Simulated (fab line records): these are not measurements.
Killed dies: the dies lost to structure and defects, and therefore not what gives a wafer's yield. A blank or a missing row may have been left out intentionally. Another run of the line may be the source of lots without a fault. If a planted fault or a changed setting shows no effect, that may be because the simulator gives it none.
One fault seen from 2 desks :: flow sfq-line :: numbers are kept per desk, each desk with only its own; the story behind them comes last

== AT THE METROLOGY DESK ==
Means of the sampled wafers that have a number, per lot and without regard to the tool the lot ran on: this is what the gauges read. The brackets show how far a lot's mean lies from the usual mean; more than 4 standard deviations puts the lot out of limits, marked OUT.
Columns: A = I0_OVL at SFQ_I0_OVL_MEAS_908, usual 1 nm; B = M1_NB_RS at SFQ_M1_RS_MEAS_909, usual 0.890 ohm/sq; C = M1_OVL at SFQ_M1_OVL_MEAS_911, usual -3 nm; D = I1_BOW at SFQ_I1_BOW_MEAS_912, usual 2 um; E = I1_OVL at SFQ_I1_OVL_MEAS_913, usual 0 nm; F = M8_BOW at SFQ_M8_BOW_MEAS_951, usual 6 um
lot: L557
first seen here: day 20 23:47
A: 3
B: 0.898
C: -6
D: 2
E: 6
F: 0

lot: L559
first seen here: day 21 08:10
A: 2
B: 0.888
C: -11
D: 3
E: 0
F: -8

lot: L561
first seen here: day 21 14:11
A: 0
B: 0.888
C: 0
D: 8
E: 2
F: 6

lot: L570
first seen here: day 25 19:44
A: -4
B: 0.864
C: -11
D: 4
E: -3
F: 19

lot: L573
first seen here: day 26 17:23
A: -6
B: 0.857
C: -2
D: 3
E: -0
F: 5

lot: L575
first seen here: day 28 03:07
A: -1
B: 0.912
C: -2
D: 2
E: -1
F: 17
This desk's verdict: no lot among the 6 shows anything out of limits.

== AT THE TOOL OWNER'S DESK: pvd-sputter-04 ==
The tool's own readings at SFQ_TRILAYER_M1_DEP_SPUTTER_037 (material Nb, target thk 200 nm, time 133.3 s): means of the sampled wafers that have a number, for each lot that ran on this tool. The brackets show how far a lot's mean lies from the usual mean; more than 4 standard deviations puts the lot out of limits, marked OUT.
Columns: A = cathode-dc-power-W at SFQ_TRILAYER_M1_DEP_SPUTTER_037, usual 2000.0 W; B = resputter-cathode-voltage-v at SFQ_TRILAYER_M1_DEP_SPUTTER_037, usual 400 V; C = throttle-valve-pct at SFQ_TRILAYER_M1_DEP_SPUTTER_037, usual 30.3 %
lot: L557
first seen here: day 21 00:46
A: 1999.8
B: 397
C: 28.8

lot: L559
first seen here: day 21 09:10
A: 2000.2
B: 400
C: 29.8

lot: L570
first seen here: day 25 20:43
A: 2071.6 (+99 or more) OUT
B: 401
C: 29.4

lot: L573
first seen here: day 26 18:35
A: 2071.8 (+99 or more) OUT
B: 397
C: 30.4
This desk's finding: out of limits on L570, L573; first on L570, day 25 20:43 (cathode-dc-power-W at SFQ_TRILAYER_M1_DEP_SPUTTER_037). L557, L559: within limits.

== BROUGHT TOGETHER ==
The tool owner's desk could have raised an alarm at day 25 20:43, on L570, L573.
Metrology desk: nothing out of limits seen.
The metrology desk has L570, L573 on record, within its limits.
All the named lots went through SFQ_TRILAYER_M1_DEP_SPUTTER_037 on pvd-sputter-04.

== WHAT WAS PUT IN BY THE SIMULATOR ==
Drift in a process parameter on pvd-sputter-04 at SFQ_TRILAYER_M1_DEP_SPUTTER_037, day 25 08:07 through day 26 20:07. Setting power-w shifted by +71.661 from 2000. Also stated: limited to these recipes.
Lots struck among those shown: L570, L573.
Hours from the fault's start to each desk's first reading out of limits: the tool owner's desk, 13.
